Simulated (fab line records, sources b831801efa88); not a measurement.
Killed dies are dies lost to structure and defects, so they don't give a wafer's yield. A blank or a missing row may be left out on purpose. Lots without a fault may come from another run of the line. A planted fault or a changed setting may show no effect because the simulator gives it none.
Which tool did it? | flow sky130 | 11 lots, 33 wafers sampled, at 1 step of a route of 708

WHAT THE GAUGES READ, wafer by wafer
SKY_VT_ADJUST_HVTP_TW_MEAS_11.
lot  | measured     | on            | VT_ADJUST_HVTP_TW
L315 | day 6 09:07  | film_metro-02 | 1367 1365 1366
L319 | day 7 11:28  | film_metro-02 | 1368 1368 1369
L320 | day 7 16:42  | film_metro-03 | 1367 1356 1352
L322 | day 8 01:55  | film_metro-03 | 1382 1366 1380
L323 | day 8 06:10  | film_metro-03 | 1378 1370 1386
L324 | day 8 10:07  | film_metro-04 | 1353 1357 1345
L327 | day 9 11:45  | film_metro-03 | 1363 1370 1368
L329 | day 9 14:23  | film_metro-03 | 1363 1360 1357
L331 | day 10 10:52 | film_metro-04 | 1357 1365 1364
L336 | day 12 05:56 | film_metro-02 | 1379 1377 1384
L337 | day 12 09:18 | film_metro-03 | 1357 1357 1360

WHICH TOOL RAN EACH LOT (tool, then ch and the chambers of the sampled wafers, then the start)
The record holds no process step before these readings.

THE ANSWER, worked out from the rows above alone
Rule: what is usual is taken from the lots themselves. Put in order of their means at a reading, lots are off if they are a third of the lots or fewer, leave a main group of 4 or more, and stand apart from it by a gap of 3 or more times the standard deviation of the main group's means; of several such gaps the widest counts. A main group whose means are all the same, to the digits that the tables above print for the reading, isn't used. A lot without any number at a reading at which 4 lots or more have one is off too. The other lots that the step has rows for count as sound.
No lot is off at any reading shown: from this, nothing can be told.

WHAT THE SIMULATOR HAD PUT IN
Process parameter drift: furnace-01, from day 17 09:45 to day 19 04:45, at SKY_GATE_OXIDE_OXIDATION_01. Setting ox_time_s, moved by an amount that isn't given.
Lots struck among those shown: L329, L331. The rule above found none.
